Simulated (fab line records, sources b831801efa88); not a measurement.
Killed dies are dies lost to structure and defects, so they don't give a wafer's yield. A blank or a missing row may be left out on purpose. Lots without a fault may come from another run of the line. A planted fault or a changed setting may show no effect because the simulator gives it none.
One fault seen from 2 desks | flow sky130 | each desk has only its own numbers; what lay behind them comes last

THE METROLOGY DESK
What the gauges read, lot by lot, whatever tool the lot ran on: means of the sampled wafers that have a number. A lot is out of limits, marked OUT, if its mean lies more than 4 standard deviations from the usual mean; the brackets give that distance.
Columns: A = PASSIVATION_CVD_02_THK at SKY_PASSIVATION_THK_MEAS_03, usual 541 nm
lot  | first seen here | A
L477 | day 43 17:35    | 543
L478 | day 43 19:19    | 537
L483 | day 45 16:23    | 540
L484 | day 45 19:13    | 547
L485 | day 45 21:25    | 539
L487 | day 46 07:53    | 533
L489 | day 46 20:57    | 535
L492 | day 47 17:23    | 532
L493 | day 47 22:20    | 546
L496 | day 48 20:29    | 543
L497 | day 48 22:55    | 539
L499 | day 49 05:04    | 546
L500 | day 49 09:19    | 547
This desk's finding: nothing out of limits on any of the 13 lots.

THE TOOL OWNER'S DESK: plasma_asher-04
The tool's own readings at SKY_LDD_P_STRIP_10 (strips in O2/N2): means of the sampled wafers that have a number, for each lot that ran on this tool. A lot is out of limits, marked OUT, if its mean lies more than 4 standard deviations from the usual mean; the brackets give that distance.
Columns: A = drypump_motor_current_A at SKY_LDD_P_STRIP_10, usual 5.8 A; B = oes_product_au at SKY_LDD_P_STRIP_10, usual 0.715 a.u.; C = strip_time_to_endpoint_s at SKY_LDD_P_STRIP_10, usual 14.17 s
lot  | first seen here | A   | B     | C
L477 | day 18 17:46    | 5.8 | 0.714 | 14.25
L483 | day 21 08:02    | 5.6 | 0.714 | 14.16
L487 | day 22 13:41    | 5.7 | 0.712 | 14.09
L489 | day 23 12:53    | 5.9 | 0.714 | 14.19
L492 | day 24 13:20    | 5.8 | 0.715 | 14.26
L493 | day 24 23:20    | 5.7 | 0.711 | 14.20
This desk's finding: nothing out of limits on any of the 6 lots.

PUT TOGETHER
The metrology desk saw nothing out of limits.
The tool owner's desk saw nothing out of limits.

WHAT THE SIMULATOR HAD PUT IN
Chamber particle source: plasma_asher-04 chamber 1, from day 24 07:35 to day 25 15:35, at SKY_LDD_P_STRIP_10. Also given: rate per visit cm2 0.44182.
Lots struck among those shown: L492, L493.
